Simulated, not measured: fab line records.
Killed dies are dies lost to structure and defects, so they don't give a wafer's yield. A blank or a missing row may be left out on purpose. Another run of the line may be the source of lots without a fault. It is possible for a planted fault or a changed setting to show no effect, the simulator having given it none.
fab line records	flow gf180mcu
record lots=7	wafers=21	last_day=34
route steps=602 shown NWELL@46 LVPWELL@54
lots that met no fault: taken from a fault-free run of the same line
start_h: hours from the record's opening day to when the first of the lot's shown wafers began	wait_h: hours since the lot's step before	" as in the row above	L1.1+2: several wafers, shown together as one row	- no value present, or no start provided	* or withheld: withheld	< > ~ a bound
route shown NAME@n: a module of which the file shows steps, and the number in the route of the first	usual: mean/standard deviation taken from wafers without a fault	same: alike in all rows	chamber/n: place in a boat	sites: the reading at each site	_std_site: how widely they spread, as a standard deviation	_edge_site: inner sites' mean taken away from outer sites' mean	radius_mm: how far each site lies from the wafer's centre	mask NAME#n: copy n	behind: the tool/chamber that last shaped the wafer	hold: why the lot went on hold/how many hours it stayed there/how the hold came to an end	device: whichever transistor did not switch (one of n, p or np)	end of line: tests of these same wafers at the route's end	a step given without rows: its recipe and nothing more	killed: at the first sort, the dies lost to defects and structure; wafer yield is something else	map: dies across one wafer; x = killed, . = not, _ = none there
set.NAME: the run value of the setting; set.NAME@STEP: its run value at that earlier step	model.NAME: the simulator's own value behind a step, which no gauge read
lots at selected steps of the route; one table per step, one row per wafer
services: the hour from which a tool's chamber was out of use, counted from the record's first day as start_h (under 0 if before that day), plus the number of hours and why
## steps
# step GF_NWELL_EXPOSE_04
# recipe mask_id=Nwell	target_cd_nm=860	na=0.6	source_shape=conventional	sigma_outer=0.6	dose_mj=260
# step GF_NWELL_PEB_05
# recipe temp_c=115	time_s=withheld
# step GF_NWELL_DEVELOP_06
# recipe wall_angle_deg=90	develop_time_s=60	dev_temp_c=23
# step GF_NWELL_OVL_MEAS_07
# usual NWELL_OVL=-0.8/1.2
lot.wafer	tool	chamber	start_h	wait_h	NWELL_OVL[nm]
L342.2	overlay-01	-	115.92	-	1.8
L342.3	"	-	"	"	-1.2
L342.5	"	-	"	"	0.8
L343.2	overlay-02	-	122.54	-	-0.3
L343.4	"	-	"	"	-0.7
L343.5	"	-	"	"	-0.4
L348.2	overlay-02	-	148.02	-	0.0
L348.3	"	-	"	"	0.0
L348.4	"	-	"	"	0.7
L349.1	overlay-02	-	154.76	-	-0.9
L349.3	"	-	"	"	-2.7
L349.4	"	-	"	"	-2.0
L350.2	overlay-01	-	160.03	-	-0.7
L350.4	"	-	"	"	-0.4
L350.6	"	-	"	"	0.7
L351.2	overlay-02	-	163.93	-	-2.3
L351.3	"	-	"	"	1.1
L351.6	"	-	"	"	-1.1
L354.1	overlay-01	-	180.21	-	-0.2
L354.2	"	-	"	"	-0.5
L354.4	"	-	"	"	-1.3
# step GF_NWELL_IMPLANT_08
# recipe species=P	energy_kev=450	dose_cm2=1.5e+13	tilt_deg=0
# step GF_NWELL_IMPLANT_09
# recipe species=P	energy_kev=160	dose_cm2=4e+12	tilt_deg=0
# step GF_NWELL_STRIP_10
# recipe chemistry=O2/N2	power_w=1400	pressure_mtorr=1500	platen_temp_c=250	o2_flow_sccm=3000	n2_flow_sccm=300	overash_fraction=0.5
# usual drypump_motor_current_A=5.7/0.36	heater_power_w=332/41	o2_flow_sccm=2999/8.8	oes_product_au=0.723/0.0049	strip_time_to_endpoint_s=36.94/0.11
lot.wafer	tool	chamber	start_h	wait_h	drypump_motor_current_A	heater_power_w	o2_flow_sccm	oes_product_au	rf_hours_counter_h	strip_time_to_endpoint_s
L342.2	plasma_asher-02	0	116.25	0.1	6.3	354	3008	0.727	33	36.87
L342.3	"	0	"	"	6.3	354	3007	0.730	-	36.91
L342.5	"	1	"	"	5.7	361	3008	0.719	-	36.84
L343.2	plasma_asher-04	1	122.87	0.1	5.2	288	3007	0.731	45	36.97
L343.4	"	0	"	"	5.5	339	3001	0.731	-	36.95
L343.5	"	1	"	"	5.2	279	3001	0.716	-	36.95
L348.2	plasma_asher-04	0	148.35	0.1	5.4	334	3002	0.720	48	36.91
L348.3	"	1	"	"	5.3	283	3003	0.715	-	37.11
L348.4	"	0	"	"	5.5	324	2992	0.730	-	36.93
L349.1	plasma_asher-02	1	155.10	0.1	5.7	348	3008	0.714	38	36.83
L349.3	"	1	"	"	5.7	341	2994	0.732	-	36.93
L349.4	"	0	"	"	6.3	359	3001	0.726	-	36.95
L350.2	plasma_asher-02	1	160.36	0.1	5.7	348	2993	0.725	39	37.09
L350.4	"	1	"	"	5.7	340	3009	0.718	-	37.06
L350.6	"	0	"	"	6.3	355	3000	0.719	-	37.03
L351.2	plasma_asher-04	0	164.26	0.1	5.5	337	2981	0.718	50	36.96
L351.3	"	1	"	"	5.2	280	2994	0.725	-	36.87
L351.6	"	1	"	"	5.3	283	2990	0.710	-	36.85
L354.1	plasma_asher-02	1	180.55	0.1	5.7	347	3017	0.724	40	36.86
L354.2	"	0	"	"	6.2	353	3010	0.723	40	36.72
L354.4	"	1	"	"	5.7	350	3007	0.720	-	36.87
# step GF_NWELL_TW_MEAS_11
# usual NWELL_TW=1568/17
lot.wafer	tool	chamber	start_h	wait_h	NWELL_TW
L342.2	film_metro-01	-	116.36	0.1	1564
L342.3	"	-	"	"	1561
L342.5	"	-	"	"	1554
L343.2	film_metro-02	-	122.98	0.1	1587
L343.4	"	-	"	"	1591
L343.5	"	-	"	"	1582
L348.2	film_metro-02	-	148.46	0.1	1577
L348.3	"	-	"	"	1578
L348.4	"	-	"	"	1575
L349.1	film_metro-03	-	155.20	0.1	1563
L349.3	"	-	"	"	1558
L349.4	"	-	"	"	1563
L350.2	film_metro-02	-	160.47	0.1	1586
L350.4	"	-	"	"	1576
L350.6	"	-	"	"	1582
L351.2	film_metro-03	-	164.37	0.1	1568
L351.3	"	-	"	"	1568
L351.6	"	-	"	"	1553
L354.1	film_metro-03	-	180.65	0.1	1561
L354.2	"	-	"	"	1554
L354.4	"	-	"	"	1556
# step GF_LVPWELL_DEHYDRATE_00
# recipe temp_c=200	time_s=60
# step GF_LVPWELL_HMDS_01
# recipe prime_time_s=60	prime_temp_c=120
# step GF_LVPWELL_COAT_02
# recipe spin_rpm=2000	resist_thk_nm=3000
# step GF_LVPWELL_SOFTBAKE_03
# recipe temp_c=110	time_s=withheld
# step GF_LVPWELL_EXPOSE_04
# recipe mask_id=LVPWELL	target_cd_nm=600	na=0.6	source_shape=conventional	sigma_outer=0.6	dose_mj=255.7
# usual exposure_dose_mJ_cm2=255.73/0.28	focus_offset_nm=0.0/0.53	stage_vel_mm_s=499.99/0.27
lot.wafer	tool	chamber	start_h	wait_h	mask	exposure_dose_mJ_cm2	focus_offset_nm	stage_vel_mm_s
L342.2	iline_stepper-01	0	123.53	-	LVPWELL#0	256.04	0.0	499.88
L342.3	"	0	"	"	LVPWELL#0	255.69	-0.2	499.73
L342.5	"	0	"	"	LVPWELL#0	255.84	-0.5	499.73
L343.2	iline_stepper-01	0	130.08	-	LVPWELL#0	255.92	0.5	499.97
L343.4	"	0	"	"	LVPWELL#0	255.82	-1.1	500.34
L343.5	"	0	"	"	LVPWELL#0	256.21	-0.7	499.91
L348.2	iline_stepper-02	-	156.97	-	LVPWELL#0	-	-	-
L348.3	"	-	"	"	LVPWELL#0	-	-	-
L348.4	"	-	"	"	LVPWELL#0	-	-	-
L349.1	iline_stepper-01	-	163.28	-	LVPWELL#0	-	-	-
L349.3	"	-	"	"	LVPWELL#0	-	-	-
L349.4	"	-	"	"	LVPWELL#0	-	-	-
L350.2	iline_stepper-01	-	168.53	-	LVPWELL#0	-	-	-
L350.4	"	-	"	"	LVPWELL#0	-	-	-
L350.6	"	-	"	"	LVPWELL#0	-	-	-
L351.2	iline_stepper-01	0	172.03	-	LVPWELL#0	255.72	-0.3	500.13
L351.3	"	0	"	"	LVPWELL#0	255.64	0.0	500.29
L351.6	"	0	"	"	LVPWELL#0	255.97	-0.9	500.36
L354.1	iline_stepper-01	0	189.18	-	LVPWELL#0	255.70	-0.5	499.86
L354.2	"	0	"	"	LVPWELL#0	255.52	-0.2	499.80
L354.4	"	0	"	"	LVPWELL#0	255.63	-0.2	499.49
# step GF_LVPWELL_PEB_05
# recipe temp_c=115	time_s=withheld
## services
tool	chamber	start_h	hours	kind
iline_stepper-02	0	133.22	-	calibration
## key
first_sign step=GF_LVPWELL_EXPOSE_04	reading=tool_record	direction=missing
effect none on later readings
met_at GF_LVPWELL_EXPOSE_04
struck_wafers L348.2,L348.3,L348.4,L349.1,L349.3,L349.4,L350.2,L350.4,L350.6
sort_left_out L348.2,L348.3,L348.4,L349.1,L349.3,L349.4,L350.2,L350.4,L350.6
tester_left_out L348,L349,L350
onset_between 130.08 156.97
fault kind=skipped_step_whole	tool=iline_stepper-01,iline_stepper-02	chamber=-	onset_h=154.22	steps=GF_LVPWELL_EXPOSE_04	scope=struck_lots_only
# tester_left_out: of these lots the tester's yield and bins aren't shown, on N5 and GAA mostly nor the transistor test; their killed dies are dies lost to structure and defects alone, not to doping, threshold or leakage, so they don't give the yield
# sort_left_out: the simulated sort isn't trusted on such a fault, so these wafers' sort isn't shown, and their yield isn't known
